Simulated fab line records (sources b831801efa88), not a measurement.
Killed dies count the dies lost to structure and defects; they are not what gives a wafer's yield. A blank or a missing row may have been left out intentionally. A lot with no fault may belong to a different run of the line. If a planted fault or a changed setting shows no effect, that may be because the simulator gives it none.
The tool behind it: which one?	flow sky130	33 wafers from 11 lots sampled at 5 of the route's 708 steps

== WHAT THE GAUGES SHOWED, per wafer ==
SKY_NWELL_TW_MEAS_26.
lot	measured	on	NWELL_2_TW
L999	day 5 11:04	film_metro-03	499.7 498.1 499.9
L100	day 5 15:07	film_metro-03	499.5 497.6 497.9
L104	day 6 21:16	film_metro-04	501.2 499.2 501.9
L106	day 7 09:38	film_metro-04	501.2 502.1 500.2
L113	day 9 03:38	film_metro-02	502.6 501.2 502.4
L114	day 9 11:04	film_metro-03	494.8 496.0 495.9
L115	day 9 16:09	film_metro-02	500.9 501.4 501.7
L117	day 10 08:37	film_metro-04	500.8 497.1 499.0
L118	day 10 12:11	film_metro-04	499.7 501.4 500.0
L119	day 10 18:28	film_metro-03	496.0 493.5 493.1
L121	day 11 03:43	film_metro-03	496.7 497.4 497.8

== WHICH TOOL RAN EACH LOT (tool, then ch and the chambers of the sampled wafers, then the start) ==
lot	SKY_FIELD_ISO_ETCH_17	SKY_PWDE_SOFTBAKE_03	SKY_PWDE_STRIP_09	SKY_NWELL_STRIP_25
L999	rie_si-02 ch 0,2,3, day 2 10:42	litho_track-03 ch 0, day 3 16:44	plasma_asher-03 ch 0, day 4 00:19	plasma_asher-03 ch 0,1, day 5 10:58
L100	rie_si-01 ch 0,2,3, day 2 14:39	litho_track-04 ch 0, day 3 20:11	plasma_asher-01 ch 0,1, day 4 04:25	plasma_asher-02 ch 0,1, day 5 15:01
L104	rie_si-02 ch 1,2,3, day 3 13:51	litho_track-03 ch 0, day 4 22:25	plasma_asher-01 ch 0,1, day 5 07:44	plasma_asher-02 ch 0,1, day 6 21:10
L106	rie_si-01 ch 0,1,2, day 4 02:56	litho_track-03 ch 0, day 5 10:15	plasma_asher-01 ch 0,1, day 5 20:07	plasma_asher-04 ch 0,1, day 7 09:33
L113	rie_si-02 ch 1,2,3, day 5 13:19	litho_track-04 ch 0, day 7 00:04	plasma_asher-02 ch 0,1, day 7 09:23	plasma_asher-02 ch 0,1, day 9 03:31
L114	rie_si-01 ch 0,1,3, day 5 19:46	litho_track-04 ch 0, day 7 05:46	plasma_asher-01 ch 0, day 7 15:46	plasma_asher-04 ch 0,1, day 9 10:58
L115	rie_si-02 ch 0,1,3, day 5 23:05	litho_track-04 ch 0, day 7 10:41	plasma_asher-01 ch 0,1, day 7 21:13	plasma_asher-02 ch 0,1, day 9 16:03
L117	rie_si-02 ch 2,3, day 6 08:51	litho_track-03 ch 0, day 8 00:58	plasma_asher-02 ch 0,1, day 8 11:40	plasma_asher-04 ch 0,1, day 10 08:31
L118	rie_si-01 ch 0,2,3, day 6 13:34	litho_track-03 ch 0, day 8 04:51	plasma_asher-01 ch 0,1, day 8 16:09	plasma_asher-02 ch 0,1, day 10 12:06
L119	rie_si-02 ch 0,2,3, day 6 18:06	litho_track-04 ch 0, day 8 10:59	plasma_asher-02 ch 0,1, day 8 22:01	plasma_asher-03 ch 0,1, day 10 18:22
L121	rie_si-02 ch 1,2, day 7 05:44	litho_track-01 ch 0, day 8 20:14	plasma_asher-02 ch 0,1, day 9 07:01	plasma_asher-04 ch 0,1, day 11 03:36
- SKY_FIELD_ISO_ETCH_17: etches Si in HBr/Cl2/O2, target depth 342 nm, time 97.7 s.
- SKY_PWDE_SOFTBAKE_03
- SKY_PWDE_STRIP_09: strips in O2/N2.
- SKY_NWELL_STRIP_25: strips in O2/N2.

== THE ANSWER, worked out from the rows above alone ==
Rule: the lots themselves supply what counts as usual. Put in order of their means at a reading, lots are off if they are a third of the lots or fewer, leave a main group of 4 or more, and stand apart from it by a gap of 3 or more times the standard deviation of the main group's means; of several such gaps the widest counts. The tables above print the reading to a certain number of digits; a main group whose means all agree to those digits is not used. Also off: a lot with no number at a reading for which 4 or more lots have one. Where the step has rows for the other lots, those lots are counted as sound.
No lot is off on any of the readings shown, so nothing can be concluded from this.

== WHAT WAS PUT IN BY THE SIMULATOR ==
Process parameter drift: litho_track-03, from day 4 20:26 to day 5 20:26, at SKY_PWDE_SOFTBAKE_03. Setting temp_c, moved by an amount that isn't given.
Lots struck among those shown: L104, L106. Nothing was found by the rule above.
